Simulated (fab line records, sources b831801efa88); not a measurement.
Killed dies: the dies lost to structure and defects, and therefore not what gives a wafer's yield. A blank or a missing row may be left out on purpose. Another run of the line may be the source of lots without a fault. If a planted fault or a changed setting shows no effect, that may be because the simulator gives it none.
Matching of chambers    flow sky130    SKY_VIA4_HDPCVD_00 on hdpcvd-01: 3 sister chambers
The step deposits SiO2, target thk 1750 nm, time 291.7 s. 14 wafers are shown with their chamber, then 6 later ones without.

## WAFERS WITH THEIR CHAMBER
wafer   chamber  susceptorTempC (C)
L938.1  1        399.74
L938.2  0        400.00
L938.6  1        399.80
L940.1  1        399.83
L940.3  0        399.98
L940.6  0        399.79
L943.1  0        399.95
L943.2  1        400.31
L943.4  2        400.09
L944.1  0        400.28
L944.5  0        399.88
L956.1  0        400.12
L956.2  1        400.66
L956.4  1        400.41

SIGNATURES (averages over the wafers above)
reading         chamber 0  chamber 1  chamber 2  scatter within a chamber
susceptorTempC  400.0000   400.1250   400.0900   0.286
Rule: a wafer's distance from a chamber is the root of the sum, over the readings, of the square of ((its reading less the chamber's mean) divided by the reading's scatter). If the next closest chamber is less than 2 further off than the closest, the wafer can't be placed; otherwise it belongs to the closest. How the scatter is found: for the shown wafers, subtract from each reading the mean of its chamber, square and add these, divide the total by (wafers less chambers), then take the root.

## WAFERS WHOSE CHAMBER IS MISSING
wafer   susceptorTempC (C)
L958.2  400.32
L958.5  400.34
L958.6  400.05
L957.3  399.79
L957.5  400.07
L957.6  400.20

## THE CHAMBER EACH PASSED THROUGH
wafer   from the rows above           in truth
L958.2  can't be placed: 1 or 2 or 0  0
L958.5  can't be placed: 1 or 2 or 0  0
L958.6  can't be placed: 2 or 0 or 1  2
L957.3  can't be placed: 0 or 2 or 1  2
L957.5  can't be placed: 2 or 1 or 0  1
L957.6  can't be placed: 1 or 2 or 0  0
0 of 6 placed correctly. These rows do not allow placing 6 (true chamber among the candidates in 6). Number placed wrongly: 0.
